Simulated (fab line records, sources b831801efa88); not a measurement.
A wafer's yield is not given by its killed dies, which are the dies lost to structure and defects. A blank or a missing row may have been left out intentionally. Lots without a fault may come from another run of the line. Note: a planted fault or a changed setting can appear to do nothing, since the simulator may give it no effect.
Which tool did it? :: flow gf180mcu :: 14 lots with 42 wafers sampled at 5 steps, on a route of 602 steps

== WHAT THE GAUGES READ, wafer by wafer ==
GF_HV_LDD_RS_MEAS_53: uses a four-point probe to measure. Usual: HV_LDD_RS 418.9 ohm/sq, standard deviation 0.93.
lot: L210
measured: day 12 08:14
on: filmMetro-02
HV_LDD_RS (ohm/sq): 418.9 419.9 418.5
flag: 

lot: L211
measured: day 12 14:21
on: filmMetro-01
HV_LDD_RS (ohm/sq): 419.1 417.9 419.2
flag: 

lot: L212
measured: day 12 21:32
on: filmMetro-04
HV_LDD_RS (ohm/sq): 420.6 421.5 420.6
flag: 

lot: L213
measured: day 13 07:12
on: filmMetro-04
HV_LDD_RS (ohm/sq): 417.4 418.8 418.3
flag: 

lot: L214
measured: day 13 13:20
on: filmMetro-01
HV_LDD_RS (ohm/sq): 421.1 419.8 419.5
flag: 

lot: L215
measured: day 13 23:13
on: filmMetro-04
HV_LDD_RS (ohm/sq): - - -
flag: OFF

lot: L216
measured: day 14 06:44
on: filmMetro-02
HV_LDD_RS (ohm/sq): - - -
flag: OFF

lot: L226
measured: day 18 02:35
on: filmMetro-04
HV_LDD_RS (ohm/sq): 419.4 418.7 419.0
flag: 

lot: L225
measured: day 18 03:38
on: filmMetro-04
HV_LDD_RS (ohm/sq): 419.7 419.8 419.4
flag: 

lot: L227
measured: day 18 04:33
on: filmMetro-04
HV_LDD_RS (ohm/sq): 420.0 418.3 418.8
flag: 

lot: L228
measured: day 18 09:19
on: filmMetro-04
HV_LDD_RS (ohm/sq): 418.3 419.0 419.0
flag: 

lot: L230
measured: day 19 12:08
on: filmMetro-02
HV_LDD_RS (ohm/sq): 418.2 418.3 418.2
flag: 

lot: L231
measured: day 19 17:38
on: filmMetro-02
HV_LDD_RS (ohm/sq): 417.6 419.4 418.0
flag: 

lot: L233
measured: day 20 16:20
on: filmMetro-01
HV_LDD_RS (ohm/sq): 419.0 419.5 419.5
flag: 

GF_HV_LDD_THK_MEAS_57. Usual: HV_LDD_CVD_56_THK 89.9 nm, standard deviation 0.65.
lot: L210
measured: day 12 13:21
on: filmMetro-01
HV_LDD_CVD_56_THK (nm): 90.3 89.6 90.5
flag: 

lot: L211
measured: day 12 17:53
on: filmMetro-01
HV_LDD_CVD_56_THK (nm): 90.7 91.1 90.2
flag: 

lot: L212
measured: day 13 01:11
on: filmMetro-02
HV_LDD_CVD_56_THK (nm): 89.8 89.7 89.8
flag: 

lot: L213
measured: day 13 09:49
on: filmMetro-01
HV_LDD_CVD_56_THK (nm): 90.4 90.7 90.4
flag: 

lot: L214
measured: day 13 15:58
on: filmMetro-04
HV_LDD_CVD_56_THK (nm): 89.5 90.1 90.6
flag: 

lot: L215
measured: day 14 01:50
on: filmMetro-04
HV_LDD_CVD_56_THK (nm): 90.2 90.5 90.0
flag: 

lot: L216
measured: day 14 09:22
on: filmMetro-04
HV_LDD_CVD_56_THK (nm): 89.3 89.1 89.6
flag: 

lot: L226
measured: day 18 06:10
on: filmMetro-02
HV_LDD_CVD_56_THK (nm): 89.8 89.7 90.5
flag: 

lot: L225
measured: day 18 07:37
on: filmMetro-02
HV_LDD_CVD_56_THK (nm): 90.2 90.1 90.0
flag: 

lot: L227
measured: day 18 08:05
on: filmMetro-04
HV_LDD_CVD_56_THK (nm): 89.2 88.9 88.7
flag: 

lot: L228
measured: day 18 12:00
on: filmMetro-04
HV_LDD_CVD_56_THK (nm): 89.0 88.8 89.7
flag: 

lot: L230
measured: day 19 14:46
on: filmMetro-01
HV_LDD_CVD_56_THK (nm): 90.1 90.7 89.5
flag: 

lot: L231
measured: day 19 20:59
on: filmMetro-01
HV_LDD_CVD_56_THK (nm): 88.2 89.3 89.9
flag: 

lot: L233
measured: day 20 18:58
on: filmMetro-04
HV_LDD_CVD_56_THK (nm): 88.8 89.9 89.9
flag: 

GF_NSD_CD_MEAS_07: the cd target is 400 nm. Usual: cdNm 399.7 nm, standard deviation 2.4.
lot: L210
measured: day 13 09:57
on: cdSem-01
cdNm (nm): 402.1 401.1 401.2
flag: 

lot: L211
measured: day 13 13:49
on: cdSem-02
cdNm (nm): 398.0 398.0 398.5
flag: 

lot: L212
measured: day 13 21:34
on: cdSem-02
cdNm (nm): 397.6 399.0 398.8
flag: 

lot: L213
measured: day 14 06:44
on: cdSem-01
cdNm (nm): 400.8 400.4 401.1
flag: 

lot: L214
measured: day 14 13:24
on: cdSem-02
cdNm (nm): 401.1 403.7 401.2
flag: 

lot: L215
measured: day 14 23:05
on: cdSem-02
cdNm (nm): 397.2 398.5 398.9
flag: 

lot: L216
measured: day 15 06:33
on: cdSem-01
cdNm (nm): 400.6 401.2 398.7
flag: 

lot: L226
measured: day 19 06:33
on: cdSem-01
cdNm (nm): 405.2 405.1 404.7
flag: 

lot: L225
measured: day 19 07:59
on: cdSem-01
cdNm (nm): 398.8 399.3 400.4
flag: 

lot: L227
measured: day 19 08:51
on: cdSem-02
cdNm (nm): 399.3 401.4 399.0
flag: 

lot: L228
measured: day 19 12:22
on: cdSem-02
cdNm (nm): 399.0 398.6 398.7
flag: 

lot: L230
measured: day 20 14:52
on: cdSem-01
cdNm (nm): 398.3 398.7 400.4
flag: 

lot: L231
measured: day 20 21:30
on: cdSem-01
cdNm (nm): 402.6 401.6 403.4
flag: 

lot: L233
measured: day 21 18:13
on: cdSem-02
cdNm (nm): 401.9 400.9 401.5
flag: 

GF_NSD_OVL_MEAS_08. Usual: NSD_OVL 0.6 nm, standard deviation 1.3.
lot: L210
measured: day 13 10:02
on: overlay-01
NSD_OVL (nm): 1.8 2.6 2.5
flag: 

lot: L211
measured: day 13 13:56
on: overlay-01
NSD_OVL (nm): -2.4 -1.5 -3.9
flag: 

lot: L212
measured: day 13 21:41
on: overlay-01
NSD_OVL (nm): 1.4 2.5 2.1
flag: 

lot: L213
measured: day 14 06:50
on: overlay-02
NSD_OVL (nm): 1.1 1.0 1.8
flag: 

lot: L214
measured: day 14 13:31
on: overlay-01
NSD_OVL (nm): -0.1 -0.5 -0.5
flag: 

lot: L215
measured: day 14 23:11
on: overlay-02
NSD_OVL (nm): -0.2 1.5 2.6
flag: 

lot: L216
measured: day 15 06:40
on: overlay-02
NSD_OVL (nm): 0.6 1.7 2.4
flag: 

lot: L226
measured: day 19 06:40
on: overlay-02
NSD_OVL (nm): -0.1 -1.1 -2.0
flag: 

lot: L225
measured: day 19 08:05
on: overlay-02
NSD_OVL (nm): 1.4 -0.3 0.2
flag: 

lot: L227
measured: day 19 08:57
on: overlay-01
NSD_OVL (nm): 2.1 1.0 2.8
flag: 

lot: L228
measured: day 19 12:28
on: overlay-02
NSD_OVL (nm): 2.3 1.3 2.6
flag: 

lot: L230
measured: day 20 14:59
on: overlay-02
NSD_OVL (nm): 0.8 -0.7 2.0
flag: 

lot: L231
measured: day 20 21:37
on: overlay-02
NSD_OVL (nm): -1.5 -0.7 -1.8
flag: 

lot: L233
measured: day 21 18:20
on: overlay-02
NSD_OVL (nm): -1.0 -0.5 -0.5
flag: 

== TOOL THAT RAN EACH LOT (tool first, then ch and the chambers of the sampled wafers, then the start) ==
lot: L210
GF_HV_LDD_IMPLANT_35: implanter-01 ch 0, day 11 12:34

lot: L211
GF_HV_LDD_IMPLANT_35: implanter-03 ch 0, day 11 18:11

lot: L212
GF_HV_LDD_IMPLANT_35: implanter-02 ch 0, day 12 01:22

lot: L213
GF_HV_LDD_IMPLANT_35: implanter-01 ch 0, day 12 10:14

lot: L214
GF_HV_LDD_IMPLANT_35: implanter-01 ch 0, day 12 16:22

lot: L215
GF_HV_LDD_IMPLANT_35: implanter-01 ch 0, day 13 01:50

lot: L216
GF_HV_LDD_IMPLANT_35: implanter-01 ch 0, day 13 09:10

lot: L226
GF_HV_LDD_IMPLANT_35: implanter-03 ch 0, day 17 02:04

lot: L225
GF_HV_LDD_IMPLANT_35: implanter-01 ch 0, day 17 03:09

lot: L227
GF_HV_LDD_IMPLANT_35: implanter-02 ch 0, day 17 04:23

lot: L228
GF_HV_LDD_IMPLANT_35: implanter-02 ch 0, day 17 08:47

lot: L230
GF_HV_LDD_IMPLANT_35: implanter-03 ch 0, day 18 11:00

lot: L231
GF_HV_LDD_IMPLANT_35: implanter-02 ch 0, day 18 16:18

lot: L233
GF_HV_LDD_IMPLANT_35: implanter-01 ch 0, day 19 14:48
- GF_HV_LDD_IMPLANT_35

== AS READ BY THE TOOLS THEMSELVES (means over the sampled wafers that have a number; for cases with no such wafer, the mark the record gives instead) ==
The record holds no such reading with a usual standard deviation.

== THE ANSWER, worked out from the rows above alone ==
Rule: a lot counts as off when the mean over its wafers that have a number is more than 3 standard deviations away from the usual mean. A lot without any number at a reading at which 4 lots or more have one is off too. Any other lot the step has rows for is counted as sound. After the gauges, taken in route order, come the tools' own readings; for these a lot's mean is taken, as printed above. At the first step where some lot is off, the reading lying furthest off is the one used; lots without a number count as furthest.
Off: L215, L216, at GF_HV_LDD_RS_MEAS_53 (HV_LDD_RS). Without a number there: L215, L216.
A tool fits if, at a process step before that reading, it ran every lot that is off, and no sound lot after the first of them. Those tools and the gauges at GF_HV_LDD_RS_MEAS_53 are tried in the same way. Of those tried, none fits.

== WHAT THE SIMULATOR HAD PUT IN ==
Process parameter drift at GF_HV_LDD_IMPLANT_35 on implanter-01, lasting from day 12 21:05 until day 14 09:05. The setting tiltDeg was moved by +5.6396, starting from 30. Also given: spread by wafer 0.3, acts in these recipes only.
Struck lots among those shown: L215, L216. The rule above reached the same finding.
